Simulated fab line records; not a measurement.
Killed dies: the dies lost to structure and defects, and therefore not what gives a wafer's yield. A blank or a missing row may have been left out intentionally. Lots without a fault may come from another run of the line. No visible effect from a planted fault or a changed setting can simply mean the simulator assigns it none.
Check for tools in common | flow gf180mcu | Sample size 12 lots and 45 wafers

== THE REASON FOR OPENING IT ==
GF_DUAL_GATE_THK_MEAS_03, reading DUAL_GATE_OXIDATION_00_THK: flagged on 3 of 12 lots. Fault-free wafers read 10.85 nm, with a standard deviation of 0.21.
Rule: a lot is flagged in two cases, either no wafer of it has a number, or all its wafers with numbers fall more than 4 standard deviations from that mean. The other lots count as sound.

lot  | measured     | on            | DUAL_GATE_OXIDATION_00_THK (nm), wafer by wafer | flag
L719 | day 8 11:26  | film-metro-04 | 10.76 11.02 10.85                               |
L720 | day 8 17:41  | film-metro-02 | 10.75 10.73 10.75                               |
L722 | day 9 06:52  | film-metro-01 | 10.78 10.78 10.71                               |
L723 | day 9 14:44  | film-metro-04 | 11.13 11.14 11.04                               |
L724 | day 9 23:40  | film-metro-04 | 11.01 10.81 10.87                               |
L725 | day 10 10:15 | film-metro-02 | 10.78 10.88 10.71                               |
L727 | day 10 19:20 | film-metro-04 | 10.60 10.80 10.96                               |
L728 | day 11 03:07 | film-metro-04 | 10.77 10.80 11.07                               |
L729 | day 11 08:34 | film-metro-01 | 11.04 11.03 11.04                               |
L735 | day 13 01:39 | film-metro-01 | 16.86 16.82 17.00 16.90 16.82 16.98             | FLAGGED
L736 | day 13 04:46 | film-metro-01 | 17.00 17.00 17.11 16.89 17.01 17.04             | FLAGGED
L737 | day 13 21:28 | film-metro-04 | 17.16 17.16 16.92 17.08 17.15 16.87             | FLAGGED
Average over the flagged lots: 16.99 nm; offset from the usual +6.14 nm, equal to +29 standard deviations.

== TOOL THAT RAN EACH LOT ==
The record holds 2 process steps before the reading, out of a route of 602 steps. Read each cell as the tool, then ch plus the chambers that the sampled wafers visited, then the start.
lot  | flag    | GF_VT_IMPLANT_STRIP_42               | GF_DUAL_GATE_OXIDATION_02
L719 |         | plasma-asher-02 ch 0,1, day 8 08:49  | furnace-01 ch 0, day 8 09:59
L720 |         | plasma-asher-01 ch 0,1, day 8 15:15  | furnace-01 ch 0, day 8 16:14
L722 |         | plasma-asher-02 ch 1, day 9 03:28    | furnace-02 ch 0, day 9 05:24
L723 |         | plasma-asher-03 ch 0,1, day 9 12:17  | furnace-01 ch 0, day 9 13:16
L724 |         | plasma-asher-01 ch 0,1, day 9 21:10  | furnace-01 ch 0, day 9 22:13
L725 |         | plasma-asher-03 ch 0,1, day 10 07:14 | furnace-01 ch 0, day 10 08:47
L727 |         | plasma-asher-03 ch 0,1, day 10 16:23 | furnace-02 ch 0, day 10 17:52
L728 |         | plasma-asher-03 ch 0,1, day 11 00:41 | furnace-02 ch 0, day 11 01:40
L729 |         | plasma-asher-02 ch 0,1, day 11 06:08 | furnace-02 ch 0, day 11 07:07
L735 | FLAGGED | plasma-asher-02 ch 0,1, day 12 20:45 | furnace-01 ch 0, day 13 00:12
L736 | FLAGGED | plasma-asher-01 ch 0,1, day 13 02:09 | furnace-01 ch 0, day 13 03:19
L737 | FLAGGED | plasma-asher-03 ch 0,1, day 13 18:32 | furnace-01 ch 0, day 13 20:01
What is done by these steps:
- GF_VT_IMPLANT_STRIP_42: strips in O2/N2.
- GF_DUAL_GATE_OXIDATION_02: stabilise 600 s, purge 300 s, target thk 10.887 nm.
- GF_DUAL_GATE_THK_MEAS_03

== FLAGGED OVER TOTAL, TOOL BY TOOL (the gauges that took the reading come last) ==
step                      | tool            | lots run | flagged | share of the flagged lots | sound lots run after its first flagged lot
GF_VT_IMPLANT_STRIP_42    | plasma-asher-01 | 3        | 1       | some                      | 0
GF_VT_IMPLANT_STRIP_42    | plasma-asher-02 | 4        | 1       | some                      | 0
GF_VT_IMPLANT_STRIP_42    | plasma-asher-03 | 5        | 1       | some                      | 0
GF_DUAL_GATE_OXIDATION_02 | furnace-01      | 8        | 3       | all                       | 0
GF_DUAL_GATE_OXIDATION_02 | furnace-02      | 4        | 0       | none                      | -
GF_DUAL_GATE_THK_MEAS_03  | film-metro-01   | 4        | 2       | some                      | 0
GF_DUAL_GATE_THK_MEAS_03  | film-metro-02   | 2        | 0       | none                      | -
GF_DUAL_GATE_THK_MEAS_03  | film-metro-04   | 6        | 1       | some                      | 0

== WHAT THE TABLE ALLOWS ==
Rows of the table that ran each flagged lot: 1, that is furnace-01 at GF_DUAL_GATE_OXIDATION_02.
- furnace-01 at GF_DUAL_GATE_OXIDATION_02 ran 8 lots, 3 of them flagged. Last sound lot L725 at day 10 08:47, first flagged lot L735 at day 13 00:12; a fault beginning in between fits.
What remains is a single tool, furnace-01 at GF_DUAL_GATE_OXIDATION_02.

== WHAT THE SIMULATOR PUT IN ==
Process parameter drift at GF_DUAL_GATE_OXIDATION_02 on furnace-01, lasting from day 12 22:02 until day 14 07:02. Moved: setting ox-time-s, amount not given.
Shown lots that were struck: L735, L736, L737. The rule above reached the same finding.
